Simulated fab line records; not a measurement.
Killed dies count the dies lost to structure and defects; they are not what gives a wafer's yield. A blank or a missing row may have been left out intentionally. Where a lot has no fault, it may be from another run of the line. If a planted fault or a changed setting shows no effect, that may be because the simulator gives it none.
A struck lot beside a sound one -- flow sky130 -- 31 out of 708 route steps
Sound: wafers L907.1, L907.4, L907.5. Struck: wafers L919.4, L919.5 (left out: L919.3, a lot-mate that was not struck); the cause follows at the end.
Order at every step that has rows: each side's tool, ch and its chambers, its first start. Under that, the readings that differ: sound wafers -- struck wafers -- difference of the means -- sigmas: that difference in standard deviations of wafers without a fault.
alike: a reading whose means differ by less than 2 such deviations, as well as words and numbers matching on both sides. not compared: withheld readings; readings where some wafer has no value; bounds like >300 that might hide an equal value; numbers whose values overlap and for which the record gives no deviation.
Wherever a step has rows on one side only, a row that says differs or no value, or a row with sigmas, the two part there. When numbers do not overlap yet have no deviation, they are printed without sigmas and do not part them. A reading that every wafer of one side lacks parts them only if that side has two wafers or more.

SKY_LI_CONTACT_OVL_MEAS_13:
  sound on overlay-01 at day 31 18:06; struck on overlay-02 at day 36 08:45
  alike: LI_CONTACT_OVL
SKY_LI_CONTACT_ETCH_14: etches BARC in N2/H2, stops on SiO2, time 45.9 s, target depth 60 nm.
  sound on rie diel-03 ch 2,3, day 31 18:08; struck on rie diel-04 ch 0,3, day 36 08:47
  alike: drypump motor current A, oes product au, throttle valve pct
  not compared: rf hours counter h
then, 4 steps without rows for these wafers: SKY_LI_CONTACT_ETCH_15 (etches PSG in C4F8/O2/Ar, stops on Si, target depth 600 nm); SKY_LI_CONTACT_STRIP_16 (strips in O2/N2); SKY_LI_CONTACT_CLEAN_17 (cleans in NMP, time 600 s); SKY_LI_CONTACT_PRE_CLEAN_18 (time 5.6 s).
SKY_LI_CONTACT_SPUTTER_19: material Ti, target thk 20 nm, time 106.37 s.
  sound on pvd sputter-01 at day 31 18:33; struck on pvd sputter-03 at day 36 09:12
  alike: throttle valve pct
then, 1 step without rows for these wafers: SKY_LI_CONTACT_SPUTTER_20 (material TiN, target thk 20 nm, time 80 s).
SKY_LI_CONTACT_CVD_21: deposits W, target thk 400 nm, time 120.56 s.
  sound on cvd w-01 ch 0,1, day 31 18:41; struck on cvd w-02 ch 1, day 36 09:25
  alike: heater power outer w, heater power w
SKY_LI_CONTACT_RS_MEAS_22: measures by four-point-probe.
  sound on film metro-04 at day 31 18:49; struck on film metro-02 at day 36 09:38
  alike: LI_CONTACT_W_RS
SKY_LI_CONTACT_THK_MEAS_23: measures by xrf.
  sound on film metro-04 at day 31 18:56; struck on film metro-02 at day 36 09:44
  alike: LI_CONTACT_W_THK
SKY_LI_CONTACT_CMP_24: polishes, stops on PSG, t overpolish 20 s, target thk 0 nm.
  sound on cmp-02 ch 1,2,3, day 31 19:06; struck on cmp-01 ch 1, day 36 09:46
reading,sound,struck,difference,sigmas
time to endpoint s (s),93 90 93,100 98,+7,+2
  alike: motor current A, overpolish run s
SKY_LOCAL_INTERCONNECT_SPUTTER_00: material TiN, target thk 100 nm, time 83.3 s.
  sound on pvd sputter-04 at day 31 19:18; struck on pvd sputter-02 at day 36 10:04
reading,sound,struck,difference,sigmas
model.TiN_of_LOCAL_INTERCONNECT_SPUTTER_00.thk nm (nm),99.51 99.25 100.3,90.95 91.94,-8.24,
  alike: throttle valve pct
SKY_LOCAL_INTERCONNECT_RS_MEAS_01: measures by four-point-probe.
  sound on film metro-03 at day 31 19:22; struck on film metro-03 at day 36 10:10
reading,sound,struck,difference,sigmas
LOCAL_INTERCONNECT_TIN_RS (ohm/sq),14.25 14.27 14.13,15.65 15.42,+1.32,+8
SKY_LOCAL_INTERCONNECT_THK_MEAS_02: measures by xrf.
  sound on film metro-03 at day 31 19:29; struck on film metro-03 at day 36 10:16
reading,sound,struck,difference,sigmas
LOCAL_INTERCONNECT_TIN_THK (nm),98.4 98.7 99.3,90.4 91.2,-8.0,-7
then, 8 steps without rows for these wafers: SKY_LOCAL_INTERCONNECT_DEHYDRATE_03 (time 60 s); SKY_LOCAL_INTERCONNECT_HMDS_04 (prime time 60 s); SKY_LOCAL_INTERCONNECT_COAT_05 (resist thk 60 nm); SKY_LOCAL_INTERCONNECT_COAT_06 (resist thk 450 nm); SKY_LOCAL_INTERCONNECT_SOFTBAKE_07 (time 90 s); SKY_LOCAL_INTERCONNECT_EXPOSE_08 (exposes mask LI1M, target cd 170 nm); SKY_LOCAL_INTERCONNECT_PEB_09; SKY_LOCAL_INTERCONNECT_DEVELOP_10 (develop time 60 s).
SKY_LOCAL_INTERCONNECT_CD_MEAS_11 targets a cd of 170 nm.
  sound on cd sem-02 at day 32 23:07; struck on cd sem-02 at day 37 12:10
  alike: cd nm
SKY_LOCAL_INTERCONNECT_OVL_MEAS_12:
  sound on overlay-01 at day 32 23:14; struck on overlay-01 at day 37 12:16
  alike: LOCAL_INTERCONNECT_OVL
SKY_LOCAL_INTERCONNECT_ETCH_13: etches BARC in N2/H2, stops on SiO2, time 45.9 s, target depth 60 nm.
  sound on rie metal-02 ch 0,1, day 32 23:17; struck on rie metal-01 ch 1, day 37 12:18
  alike: drypump motor current A, oes product au, throttle valve pct
  not compared: rf hours counter h
SKY_LOCAL_INTERCONNECT_METAL_ETCH_14: etches TiN in Cl2/BCl3, stops on PSG, target depth 110 nm, time 31.4 s.
  sound on rie metal-02 ch 0,1, day 32 23:20; struck on rie metal-01 ch 1, day 37 12:22
reading,sound,struck,difference,sigmas
mfc cl2 sccm (sccm),60.22 60.27 60.30,59.72 59.88,-0.46,-3
oes product au (a.u.),0.945 0.932 0.940,0.885 0.899,-0.047,-6
throttle valve pct (%),21.894 21.905 21.894,21.940 21.938,+0.041,+4
  alike: drypump motor current A
  not compared: rf hours counter h
then, 1 step without rows for these wafers: SKY_LOCAL_INTERCONNECT_STRIP_15 (strips in O2/N2).
SKY_LOCAL_INTERCONNECT_STRIP_16: strips in post etch residue remover, time 1200 s.
  sound on wet bench-01 ch 2, day 32 23:30; struck on wet bench-01 ch 3, day 37 12:30
reading,sound,struck,difference,sigmas
model.TiN_of_LOCAL_INTERCONNECT_SPUTTER_00.thk nm (nm),99.09 98.82 99.91,90.53 91.52,-8.25,
then, 1 step without rows for these wafers: SKY_LOCAL_INTERCONNECT_CLEAN_17 (cleans in IPA, time 180 s).
-- here the record skips 14 days between the struck wafers' starts before and after, leaving off in module LOCAL_INTERCONNECT and picking up in module PAD_OPEN (first step shown: number 708 of the route) --
SKY_PAD_OPEN_PROBE_99:
  rows exist in the record for the struck wafers here (prober-02, day 51 02:17), but not for the sound ones

## WHERE THEY PART
Last at SKY_PAD_OPEN_PROBE_99 as far as this record goes, first at SKY_LI_CONTACT_CMP_24.

WHY: whatever the simulator had introduced
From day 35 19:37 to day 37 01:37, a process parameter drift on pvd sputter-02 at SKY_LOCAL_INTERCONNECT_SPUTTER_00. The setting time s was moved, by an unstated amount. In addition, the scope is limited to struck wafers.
